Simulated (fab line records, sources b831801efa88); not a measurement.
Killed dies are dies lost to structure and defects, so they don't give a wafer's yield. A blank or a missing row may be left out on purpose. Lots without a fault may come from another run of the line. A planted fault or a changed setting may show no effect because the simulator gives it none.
fab line records | flow sky130
record lots=13 wafers=39 last_day=50
route steps=708 shown GATE_OXIDE@187 CONTACT@423 VIA1@480 CAPM@551
lots that met no fault: from a run of the same line without faults
start_h: hours from the record's first day to the start of the lot's first wafer shown | wait_h: hours since the lot's step before | " the same as in the row above | L1.1+2: a row that stands for several wafers | - no value, or no start given | * or withheld: withheld | < > ~ a bound
route shown NAME@n: a module of which the file shows steps, and the number in the route of the first | usual: mean/standard deviation of fault-free wafers | same: alike in all rows | chamber/n: place in a boat | sites: the reading at each site | _std_site: their standard deviation | _edge_site: outer sites' mean less inner sites' | radius_mm: how far each site lies from the wafer's centre | mask NAME#n: copy n | behind: the tool/chamber that last shaped the wafer | hold: why the lot was held/for how many hours/how that ended | device: the transistor (n, p or np) that didn't switch | end of line: the same wafers' tests at the end of the route | a step without rows: its recipe alone | killed: dies lost to structure and defects at the first sort, not the wafer's yield | map: a wafer's dies, x killed, . not, _ none there
set.NAME: the setting as run; set.NAME@STEP: as run at that earlier step | model.NAME: the simulator's own value behind a step, which no gauge read
steps of the route over a sample of lots; a table a step, a row a wafer
services: from which hour (start_h, from the record's first day; less than 0 if before it) a tool's chamber was out of use, for how many hours, and why
## steps
# step SKY_GATE_OXIDE_CLEAN_00
# recipe chemistry=SC1/SC2 mix=1:4:20 temp_c=70 time_s=150 dry=n2_spin
# usual bath_heat_duty_pct=13.9/1.4 run_length_s=176.3/2.9
# columns lot.wafer tool chamber start_h wait_h bath_heat_duty_pct run_length_s
L732.1 wet_bench-02 1 289.74 0.0 12.2 177.6
L732.2 " 1 " " 12.4 177.6
L732.3 " 1 " " 12.8 177.6
L734.4 wet_bench-04 3 298.42 0.0 12.5 173.5
L734.5 " 3 " " 13.7 173.5
L734.6 " 3 " " 13.5 173.5
L736.3 wet_bench-02 0 314.12 0.0 13.9 182.3
L736.5 " 0 " " 13.6 182.3
L736.6 " 0 " " 14.1 182.3
L738.1 wet_bench-04 0 333.67 0.0 14.0 174.0
L738.2 " 0 " " 15.4 174.0
L738.4 " 0 " " 14.5 174.0
L739.3 wet_bench-04 2 344.82 0.0 15.1 175.0
L739.5 " 2 " " 15.1 175.0
L739.6 " 2 " " 14.2 175.0
L740.1 wet_bench-02 3 346.32 0.0 12.3 175.0
L740.3 " 3 " " 14.1 175.0
L740.5 " 3 " " 12.7 175.0
L741.1 wet_bench-04 3 352.77 0.0 14.1 173.8
L741.2 " 3 " " 13.6 173.8
L741.4 " 3 " " 13.1 173.8
L742.2 wet_bench-03 3 368.42 0.0 14.8 174.9
L742.3 " 3 " " 16.0 174.9
L742.4 " 3 " " 14.6 174.9
L745.1 wet_bench-02 2 393.78 0.0 14.8 101.4
L745.4 " 2 " " 14.4 101.4
L745.5 " 2 " " 14.8 101.4
L746.2 wet_bench-02 0 397.40 0.0 13.2 100.0
L746.4 " 0 " " 14.0 100.0
L746.6 " 0 " " 12.8 100.0
L753.2 wet_bench-02 1 455.17 0.0 12.2 179.0
L753.3 " 1 " " 12.8 179.0
L753.4 " 1 " " 12.5 179.0
L754.2 wet_bench-04 2 465.65 0.0 14.2 174.9
L754.3 " 2 " " 15.7 174.9
L754.4 " 2 " " 15.2 174.9
L755.2 wet_bench-02 2 471.50 0.0 14.3 175.9
L755.4 " 2 " " 16.0 175.9
L755.6 " 2 " " 14.5 175.9
# step SKY_CONTACT_ETCH_17
# recipe target=SiO2 chemistry=C4F8/O2/Ar stop_on=Si3N4 mask_material=KrF-thick source_w=1500 bias_w=1200 pressure_mtorr=40 c4f8_flow_sccm=withheld O2_flow_sccm=6 Ar_flow_sccm=300 time_s=withheld target_depth_a=3400
# usual oes_product_au=0.892/0.0051 rf_fwd_power_W=1485/7.2
# columns lot.wafer tool chamber start_h wait_h oes_product_au rf_fwd_power_W
L732.1 rie_diel-04 1 741.92 0.0 0.897 1482
L732.2 " 2 " " 0.899 1479
L732.3 " 3 " " 0.896 1500
L734.4 rie_diel-01 0 750.82 0.0 0.889 1492
L734.5 " 1 " " 0.891 1479
L734.6 " 2 " " 0.897 1490
L736.3 rie_diel-01 0 769.49 0.0 0.895 1490
L736.5 " 1 " " 0.888 1485
L736.6 " 2 " " 0.884 1499
L738.1 rie_diel-02 3 789.40 0.0 0.883 1501
L738.2 " 1 " " 0.880 1487
L738.4 " 3 " " 0.890 1490
L739.3 rie_diel-04 1 797.47 0.0 0.897 1479
L739.5 " 0 " " 0.895 1468
L739.6 " 3 " " 0.900 1496
L740.1 rie_diel-01 1 799.39 0.0 0.889 1479
L740.3 " 3 " " 0.895 1480
L740.5 " 2 " " 0.885 1497
L741.1 rie_diel-01 3 804.87 0.0 0.891 1481
L741.2 " 0 " " 0.890 1492
L741.4 " 1 " " 0.890 1478
L742.2 rie_diel-01 1 823.05 0.0 0.899 1473
L742.3 " 0 " " 0.889 1475
L742.4 " 0 " " 0.896 1492
L745.1 rie_diel-04 1 845.00 0.0 0.887 1486
L745.4 " 0 " " 0.886 1480
L745.5 " 0 " " 0.897 1475
L746.2 rie_diel-02 2 849.12 0.0 0.895 1489
L746.4 " 1 " " 0.885 1493
L746.6 " 3 " " 0.894 1495
L753.2 rie_diel-02 1 895.72 0.0 0.894 1491
L753.3 " 3 " " 0.893 1487
L753.4 " 0 " " 0.896 1485
L754.2 rie_diel-01 2 903.00 0.0 0.892 1492
L754.3 " 1 " " 0.897 1478
L754.4 " 0 " " 0.890 1487
L755.2 rie_diel-04 3 912.05 0.0 0.896 1495
L755.4 " 0 " " 0.894 1472
L755.6 " 3 " " 0.894 1492
# step SKY_VIA1_RS_MEAS_22
# recipe thk_meas_gauge=four-point-probe reads=W_of_VIA1_CVD_21+TiN_of_VIA1_SPUTTER_20
# usual VIA1_W_RS=0.428/0.0062
# columns lot.wafer tool chamber start_h wait_h VIA1_W_RS[ohm/sq]
L732.1 film_metro-03 - 799.49 0.1 0.421
L732.2 " - " " 0.427
L732.3 " - " " 0.422
L734.4 film_metro-04 - 809.21 0.1 0.425
L734.5 " - " " 0.427
L734.6 " - " " 0.426
L736.3 film_metro-03 - 826.55 0.1 0.423
L736.5 " - " " 0.425
L736.6 " - " " 0.423
L738.1 film_metro-04 - 846.75 0.1 0.428
L738.2 " - " " 0.435
L738.4 " - " " 0.433
L739.3 film_metro-04 - 855.06 0.1 0.430
L739.5 " - " " 0.436
L739.6 " - " " 0.431
L740.1 film_metro-04 - 856.74 0.1 0.425
L740.3 " - " " 0.423
L740.5 " - " " 0.428
L741.1 film_metro-04 - 861.48 0.1 0.424
L741.2 " - " " 0.423
L741.4 " - " " 0.422
L742.2 film_metro-04 - 880.17 0.1 0.436
L742.3 " - " " 0.434
L742.4 " - " " 0.439
L745.1 film_metro-03 - 901.65 0.1 0.439
L745.4 " - " " 0.438
L745.5 " - " " 0.436
L746.2 film_metro-04 - 905.16 0.1 0.418
L746.4 " - " " 0.421
L746.6 " - " " 0.430
L753.2 film_metro-03 - 949.03 0.1 0.417
L753.3 " - " " 0.420
L753.4 " - " " 0.433
L754.2 film_metro-03 - 956.91 0.1 0.434
L754.3 " - " " 0.437
L754.4 " - " " 0.433
L755.2 film_metro-03 - 965.42 0.1 0.431
L755.4 " - " " 0.432
L755.6 " - " " 0.429
# step SKY_CAPM_STRIP_14
# recipe chemistry=O2/N2 power_w=1400 pressure_mtorr=1500 platen_temp_c=withheld o2_flow_sccm=3000 n2_flow_sccm=300 overash_fraction=0.5
# usual drypump_motor_current_A=5.77/0.26 oes_product_au=0.710/0.0046 strip_time_to_endpoint_s=12.67/0.064
# columns lot.wafer tool chamber start_h wait_h drypump_motor_current_A oes_product_au rf_hours_counter_h strip_time_to_endpoint_s
L732.1 plasma_asher-04 1 882.86 0.1 5.01 0.715 47 12.64
L732.2 " 0 " " 5.72 0.717 47 12.65
L732.3 " 1 " " 5.02 0.711 - 12.68
L734.4 plasma_asher-01 1 892.92 0.1 5.82 0.709 - 12.73
L734.5 " 0 " " 5.83 0.709 - 12.70
L734.6 " 1 " " 5.77 0.711 - 12.75
L736.3 plasma_asher-01 1 910.09 0.1 5.82 0.706 - 12.56
L736.5 " 0 " " 5.85 0.710 - 12.56
L736.6 " 1 " " 5.80 0.709 - 12.62
L738.1 plasma_asher-01 1 928.71 0.1 5.80 0.719 82 12.67
L738.2 " 0 " " 5.88 0.710 82 12.62
L738.4 " 0 " " 5.84 0.701 - 12.61
L739.3 plasma_asher-03 1 936.05 0.1 5.86 0.704 - 12.63
L739.5 " 1 " " 5.87 0.710 - 12.57
L739.6 " 0 " " 5.95 0.707 - 12.63
L740.1 plasma_asher-01 1 937.64 0.1 5.80 0.707 83 12.65
L740.3 " 1 " " 5.81 0.718 - 12.73
L740.5 " 0 " " 5.87 0.711 - 12.79
L741.1 plasma_asher-03 1 942.26 0.1 5.87 0.710 18 12.59
L741.2 " 0 " " 5.98 0.715 18 12.68
L741.4 " 0 " " 5.96 0.712 - 12.66
L742.2 plasma_asher-03 0 958.91 0.1 5.94 0.708 20 12.69
L742.3 " 1 " " 5.85 0.715 - 12.66
L742.4 " 0 " " 5.96 0.720 - 12.65
L745.1 plasma_asher-01 0 978.81 0.1 5.83 0.709 87 12.62
L745.4 " 0 " " 5.88 0.712 - 12.61
L745.5 " 1 " " 5.83 0.706 - 12.56
L746.2 plasma_asher-01 1 984.26 0.1 5.80 0.704 88 12.56
L746.4 " 0 " " 5.86 0.715 - 12.67
L746.6 " 0 " " 5.86 0.712 - 12.57
L753.2 plasma_asher-04 0 1024.91 0.1 5.74 0.713 62 12.71
L753.3 " 0 " " 5.73 0.711 - 12.73
L753.4 " 1 " " 5.05 0.705 - 12.69
L754.2 plasma_asher-04 0 1030.39 0.1 5.74 0.707 63 12.69
L754.3 " 0 " " 5.74 0.713 - 12.77
L754.4 " 1 " " 5.04 0.706 - 12.69
L755.2 plasma_asher-01 1 1038.79 0.1 5.79 0.712 95 12.69
L755.4 " 0 " " 5.86 0.707 - 12.68
L755.6 " 0 " " 5.84 0.714 - 12.74
## services
# columns tool chamber start_h hours kind
rie_diel-04 1 269.87 8.5 repair
wet_bench-02 - 272.64 1.9 pm
plasma_asher-01 - 325.24 2.8 repair
plasma_asher-01 - 341.39 0.8 repair
rie_diel-01 1 349.25 2.9 repair
rie_diel-04 - 356.74 0.4 repair
plasma_asher-01 - 383.35 2.2 repair
rie_diel-01 0 397.34 2.4 repair
rie_diel-01 - 419.25 0.8 repair
rie_diel-04 0 435.19 3.0 repair
rie_diel-01 0 465.11 2.0 repair
rie_diel-04 0 511.95 8.6 repair
rie_diel-01 3 526.63 15.1 repair
plasma_asher-01 - 542.74 1.5 repair
rie_diel-01 3 562.18 7.2 repair
plasma_asher-01 - 626.76 2.8 pm
rie_diel-01 2 637.11 12.1 repair
wet_bench-02 - 638.86 1.1 repair
plasma_asher-01 - 647.84 2.0 repair
plasma_asher-01 - 684.47 0.5 repair
rie_diel-01 - 724.93 0.3 repair
rie_diel-01 1 805.22 8.6 repair
plasma_asher-01 - 865.62 2.9 repair
rie_diel-01 1 876.20 8.1 repair
## key
first_sign step=SKY_GATE_OXIDE_CLEAN_00 reading=run_length_s direction=down sigmas=26 usual=* struck=*
effect none on later readings
met_at SKY_GATE_OXIDE_CLEAN_00
struck_lots L745,L746
tester_left_out L745,L746
not_acting_at SKY_CONTACT_ETCH_17,SKY_VIA1_RS_MEAS_22,SKY_CAPM_STRIP_14
onset_between 346.32 393.78
fault kind=process_parameter_drift tool=wet_bench-02 chamber=- onset_h=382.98 steps=SKY_GATE_OXIDE_CLEAN_00 channel=time_s offset=* shape=step end_h=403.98 acts_in=* stated=*
# tester_left_out: of these lots the tester's yield and bins aren't shown, on N5 and GAA mostly nor the transistor test; their killed dies are dies lost to structure and defects alone, not to doping, threshold or leakage, so they don't give the yield
